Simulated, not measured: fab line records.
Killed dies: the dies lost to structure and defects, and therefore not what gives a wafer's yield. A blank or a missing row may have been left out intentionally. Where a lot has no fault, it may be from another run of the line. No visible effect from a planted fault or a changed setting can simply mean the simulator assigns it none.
A sampling plan put to the test    flow sfq_line    one fab line, 25 faults that these records tell of, each judged on the records of the lots that it struck
What counts as the plan is the set of the line's own looks, namely the steps on the route at which a gauge or an inspection reads a wafer and does not change it. A look is open to judgement when struck wafers have a number at it and the file gives its usual mean and standard deviation on fault-free wafers. Caught: the struck wafers' mean, at a look after the fault's first step, is 4 or more of those standard deviations (sigma) away from the usual mean. On the tool: the test repeated on the tool's own readings taken at the fault's steps. Caught also covers a different recipe on the struck wafers, or a record left blank for those wafers only.

THE FAULTS, as the simulator had put them in
1. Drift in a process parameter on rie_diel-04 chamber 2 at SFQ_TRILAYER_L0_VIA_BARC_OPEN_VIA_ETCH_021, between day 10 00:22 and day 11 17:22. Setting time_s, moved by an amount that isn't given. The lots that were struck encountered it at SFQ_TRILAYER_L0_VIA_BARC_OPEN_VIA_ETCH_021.
2. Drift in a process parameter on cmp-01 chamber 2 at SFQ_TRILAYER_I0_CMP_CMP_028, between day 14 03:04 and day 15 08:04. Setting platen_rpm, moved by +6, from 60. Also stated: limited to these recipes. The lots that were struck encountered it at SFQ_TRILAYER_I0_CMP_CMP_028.
3. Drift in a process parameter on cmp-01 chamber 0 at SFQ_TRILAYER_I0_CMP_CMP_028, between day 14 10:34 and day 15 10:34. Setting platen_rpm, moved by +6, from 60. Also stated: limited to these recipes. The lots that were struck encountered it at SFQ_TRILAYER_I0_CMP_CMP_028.
4. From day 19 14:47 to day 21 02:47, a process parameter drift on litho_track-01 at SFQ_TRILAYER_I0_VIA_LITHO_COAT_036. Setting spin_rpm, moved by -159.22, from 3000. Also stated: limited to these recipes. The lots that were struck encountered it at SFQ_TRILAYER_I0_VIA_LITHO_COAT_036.
5. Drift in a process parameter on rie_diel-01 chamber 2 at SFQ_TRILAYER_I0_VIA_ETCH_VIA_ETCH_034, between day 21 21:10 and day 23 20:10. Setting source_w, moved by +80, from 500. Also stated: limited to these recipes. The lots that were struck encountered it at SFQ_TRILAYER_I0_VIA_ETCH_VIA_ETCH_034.
6. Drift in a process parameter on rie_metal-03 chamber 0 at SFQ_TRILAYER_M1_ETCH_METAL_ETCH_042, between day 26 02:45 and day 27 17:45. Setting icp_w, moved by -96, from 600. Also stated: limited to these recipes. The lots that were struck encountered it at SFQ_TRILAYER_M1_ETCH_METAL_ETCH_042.
7. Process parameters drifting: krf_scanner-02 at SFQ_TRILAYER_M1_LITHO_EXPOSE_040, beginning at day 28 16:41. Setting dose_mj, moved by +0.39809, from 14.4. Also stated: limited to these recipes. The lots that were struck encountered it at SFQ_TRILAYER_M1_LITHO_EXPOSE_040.
8. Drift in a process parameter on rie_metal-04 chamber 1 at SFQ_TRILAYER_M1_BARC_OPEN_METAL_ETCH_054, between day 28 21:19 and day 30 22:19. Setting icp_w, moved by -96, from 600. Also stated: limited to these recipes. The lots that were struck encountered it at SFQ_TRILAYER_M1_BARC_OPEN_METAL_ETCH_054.
9. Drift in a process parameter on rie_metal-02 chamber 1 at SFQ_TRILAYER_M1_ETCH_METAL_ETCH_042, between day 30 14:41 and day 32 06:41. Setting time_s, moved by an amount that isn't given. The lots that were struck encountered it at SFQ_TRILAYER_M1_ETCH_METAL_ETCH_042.
10. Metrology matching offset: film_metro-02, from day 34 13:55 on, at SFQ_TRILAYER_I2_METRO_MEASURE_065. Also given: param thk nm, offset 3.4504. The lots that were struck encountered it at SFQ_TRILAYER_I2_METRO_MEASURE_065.
11. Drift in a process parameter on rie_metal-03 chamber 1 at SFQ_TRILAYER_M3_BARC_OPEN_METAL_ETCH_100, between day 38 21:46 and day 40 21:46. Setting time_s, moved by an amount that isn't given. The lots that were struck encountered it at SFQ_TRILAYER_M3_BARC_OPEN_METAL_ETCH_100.
12. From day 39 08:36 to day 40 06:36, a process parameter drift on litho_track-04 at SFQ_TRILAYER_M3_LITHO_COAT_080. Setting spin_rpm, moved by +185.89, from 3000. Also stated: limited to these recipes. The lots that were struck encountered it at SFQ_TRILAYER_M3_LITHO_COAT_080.
13. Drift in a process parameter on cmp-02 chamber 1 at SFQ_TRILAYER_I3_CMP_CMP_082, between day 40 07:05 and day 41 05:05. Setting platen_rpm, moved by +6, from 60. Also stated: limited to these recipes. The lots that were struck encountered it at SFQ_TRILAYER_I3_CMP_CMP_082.
14. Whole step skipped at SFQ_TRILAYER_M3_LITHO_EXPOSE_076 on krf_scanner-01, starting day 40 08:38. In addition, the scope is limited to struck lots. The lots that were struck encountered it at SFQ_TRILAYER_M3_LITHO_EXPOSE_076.
15. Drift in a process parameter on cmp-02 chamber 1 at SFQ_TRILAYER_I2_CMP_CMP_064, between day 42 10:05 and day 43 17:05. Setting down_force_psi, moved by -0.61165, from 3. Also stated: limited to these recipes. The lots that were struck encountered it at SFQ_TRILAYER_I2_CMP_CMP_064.
16. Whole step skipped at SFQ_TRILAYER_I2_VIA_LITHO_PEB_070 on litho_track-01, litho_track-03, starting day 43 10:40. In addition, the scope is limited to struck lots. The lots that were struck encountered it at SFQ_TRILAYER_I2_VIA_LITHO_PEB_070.
17. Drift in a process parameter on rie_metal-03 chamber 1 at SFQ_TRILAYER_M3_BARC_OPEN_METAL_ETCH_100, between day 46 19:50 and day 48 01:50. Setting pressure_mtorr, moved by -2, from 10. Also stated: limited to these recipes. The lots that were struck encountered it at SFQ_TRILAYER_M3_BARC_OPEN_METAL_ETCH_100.
18. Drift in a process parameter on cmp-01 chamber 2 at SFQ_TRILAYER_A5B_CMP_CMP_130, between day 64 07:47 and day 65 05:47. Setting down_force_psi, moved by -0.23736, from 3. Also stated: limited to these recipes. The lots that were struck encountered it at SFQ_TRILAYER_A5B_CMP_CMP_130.
19. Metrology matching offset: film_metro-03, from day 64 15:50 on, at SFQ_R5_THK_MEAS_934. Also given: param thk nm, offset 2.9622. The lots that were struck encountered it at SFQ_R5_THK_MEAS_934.
20. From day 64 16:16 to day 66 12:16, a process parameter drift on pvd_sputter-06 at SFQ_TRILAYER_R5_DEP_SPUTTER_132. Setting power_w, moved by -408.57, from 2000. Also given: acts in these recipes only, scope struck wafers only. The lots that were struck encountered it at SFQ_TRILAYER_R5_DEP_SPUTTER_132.
21. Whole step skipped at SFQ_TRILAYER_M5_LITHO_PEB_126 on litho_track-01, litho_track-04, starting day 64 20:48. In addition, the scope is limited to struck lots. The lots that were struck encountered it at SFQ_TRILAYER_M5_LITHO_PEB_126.
22. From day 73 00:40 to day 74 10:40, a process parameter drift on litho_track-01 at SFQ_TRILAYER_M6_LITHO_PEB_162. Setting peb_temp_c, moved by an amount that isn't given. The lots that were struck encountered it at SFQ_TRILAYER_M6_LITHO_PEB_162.
23. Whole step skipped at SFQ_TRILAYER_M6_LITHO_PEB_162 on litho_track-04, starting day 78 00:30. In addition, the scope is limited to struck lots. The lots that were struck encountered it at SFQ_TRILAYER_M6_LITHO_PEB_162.
24. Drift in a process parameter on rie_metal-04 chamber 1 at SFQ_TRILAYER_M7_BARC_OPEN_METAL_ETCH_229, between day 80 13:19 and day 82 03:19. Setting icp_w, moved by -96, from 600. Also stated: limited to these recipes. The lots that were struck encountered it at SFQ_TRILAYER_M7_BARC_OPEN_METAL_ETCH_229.
25. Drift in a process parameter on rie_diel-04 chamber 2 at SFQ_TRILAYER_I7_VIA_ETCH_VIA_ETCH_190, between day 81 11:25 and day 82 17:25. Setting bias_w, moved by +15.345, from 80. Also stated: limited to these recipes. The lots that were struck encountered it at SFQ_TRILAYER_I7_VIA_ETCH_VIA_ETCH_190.

WHAT THE PLAN SAW
fault  on the tool itself                                first look that catches it                       reading, sigma  median hours from its first step to that look  hours from the fault's start to the first struck lot there  judged looks passed uncaught
1      run_length_s +4.7 sigma                           no look after it can be judged                   -               -                                              -                                                           0
2      platen_rpm +99 or beyond sigma                    not the one look that can be judged after it     -               -                                              -                                                           1
3      platen_rpm +99 or beyond sigma                    no look after it can be judged                   -               -                                              -                                                           0
4      spin_speed_rpm -68 sigma                          no look after it can be judged                   -               -                                              -                                                           0
5      rf_fwd_power_W +57 sigma                          none of the 2 looks that can be judged after it  -               -                                              -                                                           2
6      rf_fwd_power_W -47 sigma                          no look after it can be judged                   -               -                                              -                                                           0
7      exposure_dose_mJ_cm2 +25 sigma                    no look after it can be judged                   -               -                                              -                                                           0
8      rf_fwd_power_W -36 sigma                          no look after it can be judged                   -               -                                              -                                                           0
9      run_length_s +35 sigma                            no look after it can be judged                   -               -                                              -                                                           0
10     thk_nm +4.6 sigma                                 no look after it can be judged                   -               -                                              -                                                           0
11     run_length_s +22 sigma                            no look after it can be judged                   -               -                                              -                                                           0
12     spin_speed_rpm +75 sigma                          no look after it can be judged                   -               -                                              -                                                           0
13     platen_rpm +99 or beyond sigma                    no look after it can be judged                   -               -                                              -                                                           0
14     no reading that can be judged                     no look after it can be judged                   -               -                                              -                                                           0
15     head_pressure_psi -90 sigma                       not the one look that can be judged after it     -               -                                              -                                                           1
16     the tool's record is blank for the struck wafers  no look after it can be judged                   -               -                                              -                                                           0
17     chamber_pressure_mTorr -99 or beyond sigma        none of the 2 looks that can be judged after it  -               -                                              -                                                           2
18     head_pressure_psi -38 sigma                       no look after it can be judged                   -               -                                              -                                                           0
19     R5_MONX_THK +6.7 sigma                            none of the 2 looks that can be judged after it  -               -                                              -                                                           2
20     cathode_dc_power_W -99 or beyond sigma            no look after it can be judged                   -               -                                              -                                                           0
21     the tool's record is blank for the struck wafers  no look after it can be judged                   -               -                                              -                                                           0
22     heater_power_total_W +25 sigma                    no look after it can be judged                   -               -                                              -                                                           0
23     the tool's record is blank for the struck wafers  no look after it can be judged                   -               -                                              -                                                           0
24     rf_fwd_power_W -31 sigma                          not the one look that can be judged after it     -               -                                              -                                                           1
25     bias_w +73 sigma                                  no look after it can be judged                   -               -                                              -                                                           0
Dash: fault not caught, or number not given in these records.

Caught at a look: 0 of 25. Caught on the tool: 24 of 25. By one or the other: 24 of 25.
Faults caught by the tool alone: 1, 2, 3, 4, 5, 6, 7, 8, 9, 10, 11, 12, 13, 15, 16, 17, 18, 19, 20, 21, 22, 23, 24, 25.
Caught by neither: fault 14.
